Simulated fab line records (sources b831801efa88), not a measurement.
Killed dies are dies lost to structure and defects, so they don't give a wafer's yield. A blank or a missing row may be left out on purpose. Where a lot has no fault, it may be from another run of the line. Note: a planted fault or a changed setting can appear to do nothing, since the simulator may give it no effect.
Which tool is to blame? + flow gf180mcu + 14 lots with 42 wafers sampled at 3 steps, on a route of 602 steps

## WHAT THE GAUGES READ, wafer by wafer
GF_V5_THK_MEAS_03.
| lot  | measured     | on            | V5_CVD_02_THK (nm) |
|------|--------------|---------------|--------------------|
| L576 | day 26 09:39 | film-metro-02 | 1420 1428 1437     |
| L577 | day 26 15:57 | film-metro-02 | 1419 1416 1440     |
| L579 | day 27 12:40 | film-metro-03 | 1444 1455 1441     |
| L580 | day 27 21:31 | film-metro-02 | 1434 1436 1463     |
| L581 | day 28 01:25 | film-metro-03 | 1425 1414 1449     |
| L584 | day 28 21:16 | film-metro-02 | 1411 1436 1454     |
| L589 | day 30 07:38 | film-metro-03 | 1441 1454 1456     |
| L590 | day 30 17:20 | film-metro-03 | 1446 1476 1464     |
| L591 | day 30 19:36 | film-metro-02 | 1440 1464 1446     |
| L592 | day 31 06:38 | film-metro-01 | 1443 1463 1447     |
| L593 | day 31 08:36 | film-metro-02 | 1454 1472 1464     |
| L594 | day 32 01:50 | film-metro-03 | 1448 1453 1455     |
| L597 | day 32 08:40 | film-metro-01 | 1443 1411 1451     |
| L598 | day 32 15:59 | film-metro-01 | 1456 1446 1487     |

GF_V5_CD_MEAS_14: target cd 260 nm.
| lot  | measured     | on        | cd-nm (nm)        |
|------|--------------|-----------|-------------------|
| L576 | day 27 06:51 | cd-sem-01 | 262.7 261.6 261.5 |
| L577 | day 27 13:03 | cd-sem-02 | 258.2 259.4 258.1 |
| L579 | day 28 09:00 | cd-sem-01 | 259.7 259.2 259.7 |
| L580 | day 28 17:46 | cd-sem-02 | 258.1 258.1 259.2 |
| L581 | day 28 20:29 | cd-sem-01 | 260.6 260.0 261.6 |
| L584 | day 29 16:54 | cd-sem-01 | 258.4 260.1 260.9 |
| L589 | day 31 02:04 | cd-sem-02 | 259.1 258.7 259.4 |
| L590 | day 31 11:34 | cd-sem-01 | 259.6 258.9 258.2 |
| L591 | day 31 13:01 | cd-sem-01 | 260.1 259.5 258.8 |
| L592 | day 31 23:46 | cd-sem-02 | 259.7 260.5 259.3 |
| L593 | day 32 01:57 | cd-sem-01 | 260.3 259.8 258.6 |
| L594 | day 32 18:29 | cd-sem-02 | 258.6 259.0 259.4 |
| L597 | day 33 01:15 | cd-sem-02 | 257.9 257.7 258.4 |
| L598 | day 33 08:06 | cd-sem-01 | 258.3 257.7 259.5 |

## WHAT TOOL EACH LOT RAN ON (gives the tool, then ch and the chambers of the sampled wafers, and finally the start)
| lot  | GF_V5_CMP_04                  |
|------|-------------------------------|
| L576 | cmp-01 ch 0,1,2, day 26 09:48 |
| L577 | cmp-01 ch 0,1,3, day 26 16:08 |
| L579 | cmp-01 ch 1,2,3, day 27 12:49 |
| L580 | cmp-02 ch 1,2,3, day 27 21:35 |
| L581 | cmp-01 ch 0,3, day 28 01:31   |
| L584 | cmp-02 ch 0,1,2, day 28 21:19 |
| L589 | cmp-01 ch 0,1,2, day 30 07:46 |
| L590 | cmp-01 ch 0,1,2, day 30 17:31 |
| L591 | cmp-02 ch 0,3, day 30 19:41   |
| L592 | cmp-02 ch 0,1,2, day 31 06:41 |
| L593 | cmp-02 ch 0,1,2, day 31 08:55 |
| L594 | cmp-02 ch 0,2,3, day 32 01:54 |
| L597 | cmp-01 ch 2,3, day 32 08:43   |
| L598 | cmp-02 ch 0,3, day 32 16:02   |
- GF_V5_CMP_04: polishes SiO2.

## AS READ BY THE TOOLS THEMSELVES (means over the sampled wafers that have a number; for cases with no such wafer, the mark the record gives instead)
GF_V5_CMP_04.
| lot  | tool   | motor-current-A (A) |
|------|--------|---------------------|
| L576 | cmp-01 | 12.1                |
| L577 | cmp-01 | 12.5                |
| L579 | cmp-01 | 12.7                |
| L580 | cmp-02 | 10.7                |
| L581 | cmp-01 | 13.2                |
| L584 | cmp-02 | 11.1                |
| L589 | cmp-01 | 12.5                |
| L590 | cmp-01 | 12.0                |
| L591 | cmp-02 | 10.9                |
| L592 | cmp-02 | 11.2                |
| L593 | cmp-02 | 10.8                |
| L594 | cmp-02 | 10.7                |
| L597 | cmp-01 | 13.0                |
| L598 | cmp-02 | 10.9                |

## THE ANSWER, worked out from the rows above alone
Rule: the usual values come from the lots themselves. Put in order of their means at a reading, lots are off if they are a third of the lots or fewer, leave a main group of 4 or more, and stand apart from it by a gap of 3 or more times the standard deviation of the main group's means; of several such gaps the widest counts. If all means in a main group match to the digits the tables above print for the reading, that group is not used. Also off: a lot with no number at a reading for which 4 or more lots have one. All remaining lots with rows at the step are treated as sound. First the gauges in route order, then the tools' own readings, where a lot's mean is used as printed above. At the first step where some lot is off, the reading lying furthest off is the one used; lots without a number count as furthest.
Across all readings shown, no lot is off: no conclusion can be drawn from this.

## WHAT THE SIMULATOR HAD PUT IN
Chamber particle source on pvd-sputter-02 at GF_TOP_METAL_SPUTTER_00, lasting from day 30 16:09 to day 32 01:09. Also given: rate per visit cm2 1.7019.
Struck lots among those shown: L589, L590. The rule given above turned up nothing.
